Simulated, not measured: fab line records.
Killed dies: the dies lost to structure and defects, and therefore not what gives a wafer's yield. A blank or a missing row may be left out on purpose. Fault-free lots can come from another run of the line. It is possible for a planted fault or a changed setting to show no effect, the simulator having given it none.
A single fault, viewed from 2 desks / flow gf180mcu / every desk sees just its own numbers, and what lay behind them comes last

== FROM THE METROLOGY DESK ==
Means of the sampled wafers that have a number, per lot and without regard to the tool the lot ran on: this is what the gauges read. Any lot whose mean is over 4 standard deviations away from the usual mean is out of limits and marked OUT; that distance is given in the brackets.
Columns: A = V4_BOW at GF_V4_BOW_MEAS_05, usual 135 um
lot=L434; first seen here=day 23 07:26; A=146
lot=L435; first seen here=day 23 11:51; A=140
lot=L436; first seen here=day 24 03:46; A=138
lot=L437; first seen here=day 24 15:53; A=134
lot=L438; first seen here=day 24 21:34; A=139
lot=L439; first seen here=day 25 05:19; A=134
lot=L440; first seen here=day 25 15:46; A=135
lot=L441; first seen here=day 25 23:37; A=150
lot=L448; first seen here=day 28 09:55; A=133
lot=L450; first seen here=day 28 18:14; A=122
lot=L453; first seen here=day 29 12:59; A=136
lot=L454; first seen here=day 29 20:14; A=138
lot=L456; first seen here=day 30 10:38; A=134
lot=L457; first seen here=day 30 15:10; A=140
This desk's finding: nothing out of limits on any of the 14 lots.

== AT THE TOOL OWNER'S DESK: litho_track-04 ==
At GF_V4_SOFTBAKE_10 (time 60 s), the tool's own readings, given per lot that ran on this tool as the mean of the sampled wafers with a number. Any lot whose mean is over 4 standard deviations away from the usual mean is out of limits and marked OUT; that distance is given in the brackets.
Columns: A = run_length_s at GF_V4_SOFTBAKE_10, usual 89.24 s
lot=L434; first seen here=day 23 18:00; A=89.18
lot=L436; first seen here=day 24 14:00; A=89.25
lot=L438; first seen here=day 25 08:00; A=89.20
lot=L441; first seen here=day 26 10:00; A=89.24
lot=L448; first seen here=day 28 19:00; A=100.21 (+91) OUT
lot=L450; first seen here=day 29 03:00; A=94.73 (+46) OUT
Finding of this desk: L448, L450 out of limits; the first was L448 at day 28 19:00, on run_length_s at GF_V4_SOFTBAKE_10. L434, L436, L438, L441 stayed within limits.

== TAKEN TOGETHER ==
The tool owner's desk could have raised an alarm at day 28 19:00, on L448, L450.
At the metrology desk, nothing out of limits was observed.
The metrology desk holds a record of L448, L450, inside its limits.
Every lot named ran GF_V4_SOFTBAKE_10 on litho_track-04.

== WHAT HAD BEEN PUT IN BY THE SIMULATOR ==
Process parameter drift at GF_V4_SOFTBAKE_10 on litho_track-04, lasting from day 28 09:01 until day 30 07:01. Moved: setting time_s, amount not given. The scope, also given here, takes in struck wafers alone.
Lots struck among those shown: L448, L450.
How many hours passed from the start of the fault until each desk's first out-of-limits reading: the tool owner's desk, 10.
